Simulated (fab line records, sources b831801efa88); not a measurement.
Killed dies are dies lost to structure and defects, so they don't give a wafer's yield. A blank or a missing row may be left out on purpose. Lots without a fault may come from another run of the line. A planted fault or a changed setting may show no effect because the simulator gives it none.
fab line records | flow sky130
record lots=12 wafers=36 last_day=50
route steps=708 shown METAL3@563 VIA3@579 PAD_OPEN@708
lots that met no fault: from a run of the same line without faults
start_h: hours from the record's first day to the start of the lot's first wafer shown | wait_h: hours since the lot's step before | " the same as in the row above | L1.1+2: a row that stands for several wafers | - no value, or no start given | * or withheld: withheld | < > ~ a bound
route shown NAME@n: a module of which the file shows steps, and the number in the route of the first | usual: mean/standard deviation of fault-free wafers | same: alike in all rows | chamber/n: place in a boat | sites: the reading at each site | _std_site: their standard deviation | _edge_site: outer sites' mean less inner sites' | radius_mm: how far each site lies from the wafer's centre | mask NAME#n: copy n | behind: the tool/chamber that last shaped the wafer | hold: why the lot was held/for how many hours/how that ended | device: the transistor (n, p or np) that didn't switch | end of line: the same wafers' tests at the end of the route | a step without rows: its recipe alone | killed: dies lost to structure and defects at the first sort, not the wafer's yield | map: a wafer's dies, x killed, . not, _ none there
set.NAME: the setting as run; set.NAME@STEP: as run at that earlier step | model.NAME: the simulator's own value behind a step, which no gauge read
steps of the route over a sample of lots; a table a step, a row a wafer
services: from which hour (start_h, from the record's first day; less than 0 if before it) a tool's chamber was out of use, for how many hours, and why
## steps
# step SKY_METAL3_CD_MEAS_13
# recipe target_cd_nm=300
# usual cd_nm=300.0/1.3
# columns lot.wafer tool chamber start_h wait_h cd_nm
L189.2 cd_sem-02 - 893.03 - 296.6
L189.3 " - " " 297.7
L189.4 " - " " 298.6
L190.3 cd_sem-01 - 909.99 - 300.7
L190.5 " - " " 301.0
L190.6 " - " " 300.5
L192.1 cd_sem-01 - 918.85 - 299.2
L192.3 " - " " 298.7
L192.6 " - " " 299.1
L194.1 cd_sem-02 - 933.86 - 301.0
L194.4 " - " " 299.7
L194.6 " - " " 300.2
L202.1 cd_sem-02 - 1012.06 - 300.7
L202.2 " - " " 300.1
L202.5 " - " " 299.6
L205.1 cd_sem-02 - 1021.77 - 300.4
L205.3 " - " " 300.4
L205.4 " - " " 300.0
L206.2 cd_sem-01 - 1029.59 - 300.0
L206.5 " - " " 301.4
L206.6 " - " " 301.7
L207.4 cd_sem-02 - 1031.08 - 301.3
L207.5 " - " " 300.5
L207.6 " - " " 300.4
L208.2 cd_sem-01 - 1034.33 - 301.3
L208.5 " - " " 300.6
L208.6 " - " " 299.4
L210.1 cd_sem-02 - 1041.46 - 300.8
L210.2 " - " " 300.7
L210.5 " - " " 300.8
L209.3 cd_sem-01 - 1044.51 - 298.7
L209.4 " - " " 298.7
L209.5 " - " " 298.7
L212.1 cd_sem-01 - 1052.32 - 298.1
L212.3 " - " " 302.0
L212.4 " - " " 299.1
# step SKY_METAL3_OVL_MEAS_14
# usual METAL3_OVL=1/4.3
# columns lot.wafer tool chamber start_h wait_h METAL3_OVL[nm]
L189.2 overlay-01 - 893.14 0.1 2
L189.3 " - " " 0
L189.4 " - " " 6
L190.3 overlay-01 - 910.08 0.1 4
L190.5 " - " " 2
L190.6 " - " " 3
L192.1 overlay-01 - 918.97 0.1 -2
L192.3 " - " " 1
L192.6 " - " " -5
L194.1 overlay-01 - 933.98 0.1 5
L194.4 " - " " -1
L194.6 " - " " 2
L202.1 overlay-02 - 1012.18 0.1 6
L202.2 " - " " -5
L202.5 " - " " 0
L205.1 overlay-01 - 1021.89 0.1 5
L205.3 " - " " 3
L205.4 " - " " 3
L206.2 overlay-02 - 1029.69 0.1 4
L206.5 " - " " 9
L206.6 " - " " 7
L207.4 overlay-02 - 1031.16 0.1 5
L207.5 " - " " 4
L207.6 " - " " 1
L208.2 overlay-01 - 1034.44 0.1 0
L208.5 " - " " -1
L208.6 " - " " -3
L210.1 overlay-01 - 1041.58 0.1 9
L210.2 " - " " 7
L210.5 " - " " 11
L209.3 overlay-02 - 1044.60 0.1 -2
L209.4 " - " " 3
L209.5 " - " " 0
L212.1 overlay-01 - 1052.44 0.1 -1
L212.3 " - " " 3
L212.4 " - " " -5
# step SKY_VIA3_COAT_06
# recipe resist=BARC temp_c=withheld time_s=withheld spin_rpm=3000 resist_thk_nm=60
# usual spin_speed_rpm=3000.1/1.9
# columns lot.wafer tool chamber start_h wait_h spin_speed_rpm
L189.2 litho_track-04 0 907.37 0.1 3001.9
L189.3 " 0 " " 3000.7
L189.4 " 0 " " 3000.3
L190.3 litho_track-04 0 924.45 0.1 2999.3
L190.5 " 0 " " 2999.4
L190.6 " 0 " " 3005.1
L192.1 litho_track-04 0 932.30 0.1 3439.6
L192.3 " 0 " " 3439.4
L192.6 " 0 " " 3442.4
L194.1 litho_track-04 0 947.00 0.1 3441.0
L194.4 " 0 " " 3442.6
L194.6 " 0 " " 3442.1
L202.1 litho_track-02 0 1024.64 0.1 2999.5
L202.2 " 0 " " 3001.4
L202.5 " 0 " " 2997.1
L205.1 litho_track-02 0 1033.54 0.1 2999.9
L205.3 " 0 " " 2998.7
L205.4 " 0 " " 3003.4
L206.2 litho_track-04 0 1042.22 0.1 2997.7
L206.5 " 0 " " 3003.1
L206.6 " 0 " " 2998.8
L207.4 litho_track-04 0 1043.77 0.1 2998.8
L207.5 " 0 " " 3002.6
L207.6 " 0 " " 2998.3
L208.2 litho_track-02 0 1047.41 0.1 3000.4
L208.5 " 0 " " 2999.0
L208.6 " 0 " " 3000.9
L210.1 litho_track-03 0 1053.51 0.1 2998.6
L210.2 " 0 " " 2998.8
L210.5 " 0 " " 2999.4
L209.3 litho_track-04 0 1055.90 0.1 3000.6
L209.4 " 0 " " 2999.5
L209.5 " 0 " " 2999.3
L212.1 litho_track-02 0 1063.64 0.1 2997.2
L212.3 " 0 " " 2999.0
L212.4 " 0 " " 2999.5
# step SKY_VIA3_ETCH_14
# recipe chemistry=N2/H2 target=BARC ion_energy_ev=200 source_w=500 bias_w=100 pressure_mtorr=30 n2_flow_sccm=100 h2_flow_sccm=200 stop_on=SiO2 time_s=45.9 target_depth_a=600
# usual drypump_motor_current_A=5.5/0.36 oes_product_au=0.854/0.0052 throttle_valve_pct=13.224/0.0091
# columns lot.wafer tool chamber start_h wait_h drypump_motor_current_A oes_product_au rf_hours_counter_h throttle_valve_pct
L189.2 rie_diel-01 0 919.92 0.0 5.6 0.856 17 13.227
L189.3 " 3 " " 5.3 0.861 12 13.224
L189.4 " 1 " " 5.6 0.856 21 13.220
L190.3 rie_diel-04 0 936.85 0.0 4.7 0.850 12 13.215
L190.5 " 1 " " 5.8 0.859 - 13.234
L190.6 " 2 " " 5.3 0.851 - 13.233
L192.1 rie_diel-01 2 945.10 0.0 5.6 0.823 24 13.216
L192.3 " 3 " " 5.3 0.816 13 13.211
L192.6 " 1 " " 5.6 0.826 - 13.241
L194.1 rie_diel-03 1 959.54 0.0 5.7 0.819 21 13.226
L194.4 " 0 " " 6.3 0.819 - 13.217
L194.6 " 3 " " 5.4 0.820 - 13.233
L202.1 rie_diel-03 1 1035.92 0.0 5.7 0.855 24 13.230
L202.2 " 3 " " 5.5 0.855 6 13.221
L202.5 " 3 " " 5.4 0.858 - 13.230
L205.1 rie_diel-03 0 1045.52 0.0 6.3 0.864 25 13.222
L205.3 " 2 " " 5.0 0.864 2 13.219
L205.4 " 1 " " 5.7 0.852 24 13.219
L206.2 rie_diel-01 1 1053.73 0.0 5.6 0.853 25 13.219
L206.5 " 0 " " 5.6 0.853 - 13.228
L206.6 " 1 " " 5.6 0.857 - 13.211
L207.4 rie_diel-01 0 1055.06 0.0 5.6 0.857 21 13.233
L207.5 " 2 " " 5.6 0.850 - 13.207
L207.6 " 1 " " 5.6 0.847 - 13.217
L208.2 rie_diel-04 3 1058.52 0.0 5.8 0.855 17 13.221
L208.5 " 3 " " 5.8 0.853 - 13.221
L208.6 " 0 " " 4.7 0.856 - 13.228
L210.1 rie_diel-01 1 1064.12 0.0 5.6 0.844 25 13.239
L210.2 " 3 " " 5.3 0.862 17 13.225
L210.5 " 1 " " 5.6 0.857 - 13.232
L209.3 rie_diel-01 0 1066.84 0.0 5.6 0.847 21 13.225
L209.4 " 1 " " 5.6 0.855 25 13.236
L209.5 " 3 " " 5.3 0.855 - 13.228
L212.1 rie_diel-01 0 1074.74 0.0 5.6 0.847 21 13.229
L212.3 " 3 " " 5.3 0.849 17 13.236
L212.4 " 1 " " 5.6 0.858 25 13.217
# step SKY_VIA3_CVD_21
# recipe material=W target_thk_nm=390 time_s=117.31 temp_c=400 pressure_torr=40
# usual heater_power_w=853/52
# columns lot.wafer tool chamber start_h wait_h heater_power_w
L189.2 cvd_w-02 1 920.71 0.0 794
L189.3 " 0 " " 775
L189.4 " 1 " " 842
L190.3 cvd_w-01 1 937.65 0.1 850
L190.5 " 0 " " 908
L190.6 " 1 " " 841
L192.1 cvd_w-01 1 945.87 0.0 815
L192.3 " 1 " " 847
L192.6 " 1 " " 823
L194.1 cvd_w-02 0 960.30 0.0 766
L194.4 " 1 " " 809
L194.6 " 0 " " 792
L202.1 cvd_w-01 0 1036.67 0.0 933
L202.2 " 1 " " 849
L202.5 " 0 " " 923
L205.1 cvd_w-02 0 1046.31 0.0 791
L205.3 " 0 " " 805
L205.4 " 1 " " 800
L206.2 cvd_w-02 1 1054.48 0.0 802
L206.5 " 1 " " 797
L206.6 " 0 " " 761
L207.4 cvd_w-01 1 1055.86 0.1 848
L207.5 " 1 " " 857
L207.6 " 0 " " 943
L208.2 cvd_w-01 1 1059.27 0.0 849
L208.5 " 0 " " 898
L208.6 " 1 " " 844
L210.1 cvd_w-02 0 1064.87 0.0 769
L210.2 " 1 " " 829
L210.5 " 0 " " 774
L209.3 cvd_w-01 0 1067.64 0.1 930
L209.4 " 1 " " 847
L209.5 " 1 " " 862
L212.1 cvd_w-01 0 1075.54 0.0 923
L212.3 " 1 " " 830
L212.4 " 0 " " 915
# step SKY_PAD_OPEN_PROBE_99
# usual defect_limited_yield=82.4/1.8 killed_at_M0_to_M3=44/6.4 killed_at_M4_up=3.6/2.1 killed_at_contacts=23/5.1 killed_at_front_end=15/4.3 killed_at_other=0.3/0.56 killed_dies=86/9 killed_open=47/6.4 killed_short=39/5.8 sort_bin_3_pad_short=0.8/0.46 sort_bin_5_function=10.4/1.4 sort_bin_6_memory=6.4/1.1 sort_n_pass=406/9 sort_yield_pct=82.4/1.8
# same gross_dies=492 killed_at_back_side=0 sort_bin_4_leakage[%]=0 sort_bin_8_speed[%]=0
# columns lot.wafer tool chamber start_h wait_h defect_limited_yield[%] killed_at_M0_to_M3 killed_at_M4_up killed_at_contacts killed_at_front_end killed_at_other killed_dies killed_open killed_short sort_bin_3_pad_short[%] sort_bin_5_function[%] sort_bin_6_memory[%] sort_n_pass sort_yield_pct[%]
L192.1 prober-02 - 1086.75 0.1 82.9 47 6 18 13 0 84 46 38 1.0 9.6 6.5 408 82.9
L192.3 prober-02 - 1086.85 0.2 83.3 42 4 24 12 0 82 42 40 0.6 10.4 5.7 410 83.3
L192.6 prober-02 - 1087.00 0.2 80.3 50 3 27 17 0 97 58 39 1.2 11.2 7.3 395 80.3
L194.1 prober-01 - 1101.46 0.1 85.2 40 1 21 11 0 73 42 31 0 8.1 6.7 419 85.2
L194.4 prober-01 - 1101.61 0.2 78.9 61 4 26 13 0 104 60 44 0.8 13.2 7.1 388 78.9
L194.6 prober-01 - 1101.71 0.2 83.1 53 4 15 10 1 83 50 33 1.6 10.0 5.3 409 83.1
L202.1 prober-01 - 1156.82 0.1 80.5 50 2 19 24 1 96 52 43 1.6 10.4 7.5 396 80.5
L202.2 prober-01 - 1156.87 0.1 78.9 49 1 39 12 3 104 53 49 1.8 10.2 9.1 388 78.9
L202.5 prober-01 - 1157.02 0.2 82.9 48 3 19 14 0 84 41 43 1.2 10.4 5.5 408 82.9
L205.1 prober-01 - 1168.40 0.1 84.6 41 1 16 18 0 76 51 25 0.6 8.9 5.9 416 84.6
L205.3 prober-01 - 1168.50 0.2 81.7 47 4 20 19 0 90 43 47 1.0 9.3 7.9 402 81.7
L205.4 prober-01 - 1168.55 0.2 80.1 47 0 32 19 0 98 58 40 0.4 11.6 7.9 394 80.1
L212.1 prober-02 - 1194.03 0.1 82.5 40 3 23 20 0 86 51 35 0.4 11.0 6.1 406 82.5
L212.3 prober-02 - 1194.13 0.2 82.9 38 3 28 14 1 84 45 39 1.2 11.0 4.9 408 82.9
L212.4 prober-02 - 1194.18 0.2 83.1 38 5 20 19 1 83 40 42 1.8 8.9 6.1 409 83.1
# killed by level:class
L192.1 VIA1:geometric_particle:open=10 VIA2:geometric_particle:open=9 LI_CONTACT:geometric_particle:open=7 VIA1:geometric_particle:short=7 METAL1:geometric_particle:short=6 VIA3:geometric_particle:open=6 CONTACT:geometric_particle:short=5 METAL4:geometric_particle:short=5
L192.3 LI_CONTACT:geometric_particle:open=9 VIA1:geometric_particle:open=9 VIA3:geometric_particle:open=7 CONTACT:geometric_particle:short=7 METAL2:geometric_particle:short=6 FIELD_ISO:geometric_particle:short=4 VIA1:geometric_particle:short=4 POLY_GATE:geometric_particle:open=3
L192.6 VIA1:geometric_particle:open=12 VIA2:geometric_particle:open=9 LI_CONTACT:geometric_particle:open=8 CONTACT:geometric_particle:open=8 METAL2:geometric_particle:short=7 FIELD_ISO:geometric_particle:short=6 METAL1:geometric_particle:short=6 FIELD_ISO:geometric_particle:open=5
L194.1 VIA1:geometric_particle:open=10 CONTACT:geometric_particle:open=7 VIA3:geometric_particle:open=7 METAL2:geometric_particle:short=6 CONTACT:geometric_particle:short=6 FIELD_ISO:geometric_particle:open=5 LI_CONTACT:geometric_particle:open=4 METAL1:geometric_particle:short=4
L194.4 METAL2:geometric_particle:short=14 VIA3:geometric_particle:open=12 CONTACT:geometric_particle:open=11 VIA2:geometric_particle:open=9 VIA1:geometric_particle:open=9 LI_CONTACT:geometric_particle:open=6 POLY_GATE:geometric_particle:open=5 VIA1:geometric_particle:short=5
L194.6 METAL2:geometric_particle:short=10 VIA1:geometric_particle:open=9 CONTACT:geometric_particle:open=9 VIA2:geometric_particle:open=9 VIA3:geometric_particle:open=7 VIA1:geometric_particle:short=6 METAL2:geometric_particle:open=3 METAL3:geometric_particle:short=3
L202.1 VIA1:geometric_particle:open=11 VIA2:geometric_particle:open=9 POLY_GATE:geometric_particle:open=7 VIA1:geometric_particle:short=7 LI_CONTACT:geometric_particle:open=6 LOCAL_INTERCONNECT:geometric_particle:short=6 FIELD_ISO:geometric_particle:open=5 METAL1:geometric_particle:short=5
L202.2 LI_CONTACT:geometric_particle:open=11 CONTACT:geometric_particle:open=11 VIA1:geometric_particle:open=10 LOCAL_INTERCONNECT:geometric_particle:short=9 METAL2:geometric_particle:short=9 VIA2:geometric_particle:open=9 FIELD_ISO:geometric_particle:short=7 METAL2:geometric_particle:open=5
L202.5 CONTACT:geometric_particle:open=8 VIA2:geometric_particle:open=8 VIA1:geometric_particle:open=7 METAL2:geometric_particle:short=6 VIA3:geometric_particle:open=6 FIELD_ISO:geometric_particle:short=5 VIA2:geometric_particle:short=5 METAL1:geometric_particle:short=4
L205.1 VIA1:geometric_particle:open=12 CONTACT:geometric_particle:open=10 POLY_GATE:geometric_particle:open=7 FIELD_ISO:geometric_particle:open=5 METAL1:geometric_particle:short=5 LI_CONTACT:geometric_particle:open=4 VIA3:geometric_particle:short=4 VIA2:geometric_particle:open=3
L205.3 VIA1:geometric_particle:open=9 METAL1:geometric_particle:short=8 LI_CONTACT:geometric_particle:open=6 METAL2:geometric_particle:short=6 VIA2:geometric_particle:open=6 FIELD_ISO:geometric_particle:open=5 POLY_GATE:geometric_particle:short=5 LI_CONTACT:geometric_particle:short=5
L205.4 CONTACT:geometric_particle:open=13 VIA1:geometric_particle:open=10 LI_CONTACT:geometric_particle:open=8 VIA2:geometric_particle:open=8 FIELD_ISO:geometric_particle:short=6 METAL2:geometric_particle:short=6 POLY_GATE:geometric_particle:open=5 METAL1:geometric_particle:short=5
L212.1 VIA1:geometric_particle:open=14 CONTACT:geometric_particle:open=12 VIA2:geometric_particle:open=7 METAL1:geometric_particle:short=6 VIA3:geometric_particle:open=6 FIELD_ISO:geometric_particle:short=5 POLY_GATE:geometric_particle:open=4 SPACER:geometric_particle:short=4
L212.3 VIA1:geometric_particle:open=11 CONTACT:geometric_particle:open=7 LI_CONTACT:geometric_particle:open=6 FIELD_ISO:geometric_particle:open=5 FIELD_ISO:geometric_particle:short=5 CONTACT:geometric_particle:short=5 LOCAL_INTERCONNECT:geometric_particle:short=5 VIA3:geometric_particle:short=4
L212.4 VIA1:geometric_particle:open=11 FIELD_ISO:geometric_particle:open=7 VIA3:geometric_particle:open=7 VIA1:geometric_particle:short=6 CONTACT:geometric_particle:open=6 LOCAL_INTERCONNECT:geometric_particle:short=5 METAL2:geometric_particle:short=4 CONTACT:geometric_particle:short=4
## services
# columns tool chamber start_h hours kind
cvd_w-02 - 904.00 14.0 pm
cvd_w-02 0 904.00 14.0 vent_cycle
cvd_w-02 1 904.00 14.0 vent_cycle
cvd_w-02 - 906.42 1.3 repair
cvd_w-02 0 918.00 - clean
cvd_w-02 1 918.00 - clean
cvd_w-01 - 938.12 2.8 pm
rie_diel-03 - 942.13 2.0 repair
rie_diel-03 2 957.02 - clean
rie_diel-03 2 957.02 16.0 scheduled_down
rie_diel-03 2 957.02 16.0 vent_cycle
rie_diel-04 0 1005.22 51.0 repair
cvd_w-02 - 1025.31 6.0 pm
cvd_w-01 - 1033.61 0.5 repair
rie_diel-04 3 1064.51 36.6 repair
## key
first_sign step=SKY_VIA3_COAT_06 reading=spin_speed_rpm direction=up sigmas=99+ usual=3000.1 struck=3441.2
effect step=SKY_VIA3_ETCH_14 reading=oes_product_au direction=down sigmas=6.5 usual=0.854 struck=0.821
met_at SKY_VIA3_COAT_06
struck_lots L192,L194
not_acting_at SKY_METAL3_CD_MEAS_13,SKY_METAL3_OVL_MEAS_14,SKY_VIA3_CVD_21
onset_between 924.45 932.30
fault kind=process_parameter_drift tool=litho_track-04 chamber=- onset_h=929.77 steps=SKY_VIA3_COAT_06 channel=spin_rpm offset=440.43 shape=step end_h=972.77 acts_in=these_recipes_only stated=3000
